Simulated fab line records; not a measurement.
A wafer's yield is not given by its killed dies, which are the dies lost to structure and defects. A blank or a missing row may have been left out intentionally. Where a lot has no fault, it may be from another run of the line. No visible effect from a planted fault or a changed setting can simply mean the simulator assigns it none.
The tool behind it: which one? :: flow gf180mcu :: 13 lots, 39 wafers sampled, at 4 steps of a route of 602

## WHAT THE GAUGES READ, wafer by wafer
GF_M4_THK_MEAS_06: measures by xrf.
lot: L825
measured: day 22 10:58
on: film_metro-04
M4_ALCU_THK (nm): 450 446 448

lot: L826
measured: day 22 17:29
on: film_metro-01
M4_ALCU_THK (nm): 447 439 448

lot: L828
measured: day 23 17:07
on: film_metro-03
M4_ALCU_THK (nm): 444 447 456

lot: L829
measured: day 24 00:10
on: film_metro-04
M4_ALCU_THK (nm): 442 442 444

lot: L830
measured: day 24 09:23
on: film_metro-01
M4_ALCU_THK (nm): 448 446 447

lot: L831
measured: day 24 17:43
on: film_metro-01
M4_ALCU_THK (nm): 440 440 441

lot: L832
measured: day 24 21:45
on: film_metro-01
M4_ALCU_THK (nm): 445 444 445

lot: L833
measured: day 25 10:34
on: film_metro-01
M4_ALCU_THK (nm): 451 447 445

lot: L834
measured: day 25 11:56
on: film_metro-04
M4_ALCU_THK (nm): 451 439 450

lot: L836
measured: day 26 03:24
on: film_metro-01
M4_ALCU_THK (nm): 446 445 444

lot: L837
measured: day 26 22:36
on: film_metro-03
M4_ALCU_THK (nm): 457 452 449

lot: L838
measured: day 27 00:13
on: film_metro-04
M4_ALCU_THK (nm): 454 452 451

lot: L840
measured: day 27 19:09
on: film_metro-01
M4_ALCU_THK (nm): 441 438 441

GF_V4_CD_MEAS_14 targets a cd of 260 nm.
lot: L825
measured: day 24 08:54
on: cd_sem-02
cd_nm (nm): 259.8 259.7 258.8

lot: L826
measured: day 24 15:29
on: cd_sem-02
cd_nm (nm): 258.8 259.6 258.1

lot: L828
measured: day 25 14:21
on: cd_sem-02
cd_nm (nm): 259.2 260.2 260.0

lot: L829
measured: day 25 20:23
on: cd_sem-02
cd_nm (nm): 261.4 261.1 262.8

lot: L830
measured: day 26 06:13
on: cd_sem-02
cd_nm (nm): 260.2 261.2 261.2

lot: L831
measured: day 26 14:20
on: cd_sem-02
cd_nm (nm): 260.5 259.7 260.4

lot: L832
measured: day 26 17:38
on: cd_sem-01
cd_nm (nm): 263.0 261.0 260.5

lot: L833
measured: day 27 05:55
on: cd_sem-02
cd_nm (nm): 259.4 260.3 260.6

lot: L834
measured: day 27 06:53
on: cd_sem-02
cd_nm (nm): 261.8 259.3 260.8

lot: L836
measured: day 27 21:14
on: cd_sem-02
cd_nm (nm): 261.8 260.4 260.6

lot: L837
measured: day 28 16:04
on: cd_sem-02
cd_nm (nm): 261.8 262.7 261.7

lot: L838
measured: day 28 17:28
on: cd_sem-02
cd_nm (nm): 267.7 262.2 270.9

lot: L840
measured: day 29 11:17
on: cd_sem-02
cd_nm (nm): 260.6 260.7 260.6

## WHICH TOOL RAN EACH LOT (tool, then ch and the chambers of the sampled wafers, then the start)
lot: L825
GF_V4_CVD_02: pecvd-01 ch 0,1,2, day 23 10:17
GF_V4_EXPOSE_11: krf_scanner-02 ch 0, day 23 22:23

lot: L826
GF_V4_CVD_02: pecvd-02 ch 0,1,2, day 23 17:04
GF_V4_EXPOSE_11: krf_scanner-01 ch 0, day 24 05:02

lot: L828
GF_V4_CVD_02: pecvd-02 ch 0,1,2, day 24 15:58
GF_V4_EXPOSE_11: krf_scanner-01 ch 0, day 25 03:54

lot: L829
GF_V4_CVD_02: pecvd-02 ch 0,2, day 24 22:55
GF_V4_EXPOSE_11: krf_scanner-02 ch 0, day 25 09:47

lot: L830
GF_V4_CVD_02: pecvd-04 ch 0,2, day 25 08:01
GF_V4_EXPOSE_11: krf_scanner-02 ch 0, day 25 19:28

lot: L831
GF_V4_CVD_02: pecvd-04 ch 0,1,2, day 25 16:31
GF_V4_EXPOSE_11: krf_scanner-01 ch 0, day 26 03:58

lot: L832
GF_V4_CVD_02: pecvd-02 ch 0,2, day 25 20:12
GF_V4_EXPOSE_11: krf_scanner-01 ch 0, day 26 07:35

lot: L833
GF_V4_CVD_02: pecvd-02 ch 1,2, day 26 08:47
GF_V4_EXPOSE_11: krf_scanner-02 ch 0, day 26 20:07

lot: L834
GF_V4_CVD_02: pecvd-01 ch 0,1,2, day 26 10:23
GF_V4_EXPOSE_11: krf_scanner-02 ch 0, day 26 21:32

lot: L836
GF_V4_CVD_02: pecvd-01 ch 0,2, day 27 01:00
GF_V4_EXPOSE_11: krf_scanner-02 ch 0, day 27 11:12

lot: L837
GF_V4_CVD_02: pecvd-02 ch 0,1,2, day 27 19:32
GF_V4_EXPOSE_11: krf_scanner-02 ch 0, day 28 06:08

lot: L838
GF_V4_CVD_02: pecvd-04 ch 0,1,2, day 27 21:08
GF_V4_EXPOSE_11: krf_scanner-02 ch 0, day 28 07:19

lot: L840
GF_V4_CVD_02: pecvd-02 ch 1,2, day 28 15:28
GF_V4_EXPOSE_11: krf_scanner-01 ch 0, day 29 01:38
- GF_V4_CVD_02: deposits SiO2 from TEOS, target thk 850 nm, time 94.851 s.
- GF_V4_EXPOSE_11: exposes mask Via4, target cd 260 nm.

## WHAT THE TOOLS THEMSELVES READ (means of the sampled wafers that have a number; where no wafer has one, the mark that the record gives instead)
GF_V4_CVD_02.
lot: L825
tool: pecvd-01
heater_power_outer_w (W): 424
heater_power_w (W): 720
rf_fwd_power_W (W): 594.6

lot: L826
tool: pecvd-02
heater_power_outer_w (W): 390
heater_power_w (W): 702
rf_fwd_power_W (W): 595.7

lot: L828
tool: pecvd-02
heater_power_outer_w (W): 391
heater_power_w (W): 693
rf_fwd_power_W (W): 596.7

lot: L829
tool: pecvd-02
heater_power_outer_w (W): 471
heater_power_w (W): 828
rf_fwd_power_W (W): 599.4

lot: L830
tool: pecvd-04
heater_power_outer_w (W): 434
heater_power_w (W): 733
rf_fwd_power_W (W): 597.4

lot: L831
tool: pecvd-04
heater_power_outer_w (W): 385
heater_power_w (W): 678
rf_fwd_power_W (W): 595.7

lot: L832
tool: pecvd-02
heater_power_outer_w (W): 418
heater_power_w (W): 764
rf_fwd_power_W (W): 598.1

lot: L833
tool: pecvd-02
heater_power_outer_w (W): 322
heater_power_w (W): 580
rf_fwd_power_W (W): 596.9

lot: L834
tool: pecvd-01
heater_power_outer_w (W): 433
heater_power_w (W): 732
rf_fwd_power_W (W): 594.0

lot: L836
tool: pecvd-01
heater_power_outer_w (W): 440
heater_power_w (W): 771
rf_fwd_power_W (W): 597.0

lot: L837
tool: pecvd-02
heater_power_outer_w (W): 396
heater_power_w (W): 717
rf_fwd_power_W (W): 598.1

lot: L838
tool: pecvd-04
heater_power_outer_w (W): 404
heater_power_w (W): 689
rf_fwd_power_W (W): 594.5

lot: L840
tool: pecvd-02
heater_power_outer_w (W): 392
heater_power_w (W): 684
rf_fwd_power_W (W): 599.4

## THE ANSWER, worked out from the rows above alone
Rule: the usual values come from the lots themselves. Put in order of their means at a reading, lots are off if they are a third of the lots or fewer, leave a main group of 4 or more, and stand apart from it by a gap of 3 or more times the standard deviation of the main group's means; of several such gaps the widest counts. A main group whose means are all the same, to the digits that the tables above print for the reading, isn't used. Also off: a lot with no number at a reading for which 4 or more lots have one. Any other lot the step has rows for is counted as sound. First the gauges in route order, then the tools' own readings, where a lot's mean is used as printed above. The first step at which some lot is off is used, and at that step the reading that is off furthest; a lot without a number counts as furthest.
Off, at GF_V4_CD_MEAS_14 on cd_nm: L838. The main group: mean 260.6 nm, standard deviation 0.91.
A tool fits if, at a process step before that reading, it ran every lot that is off, and no sound lot after the first of them. Gauges at GF_V4_CD_MEAS_14: tried the same way as those tools. Undecided on this evidence; 2 tools fit (pecvd-04 at GF_V4_CVD_02, krf_scanner-02 at GF_V4_EXPOSE_11).

## WHAT HAD BEEN PUT IN BY THE SIMULATOR
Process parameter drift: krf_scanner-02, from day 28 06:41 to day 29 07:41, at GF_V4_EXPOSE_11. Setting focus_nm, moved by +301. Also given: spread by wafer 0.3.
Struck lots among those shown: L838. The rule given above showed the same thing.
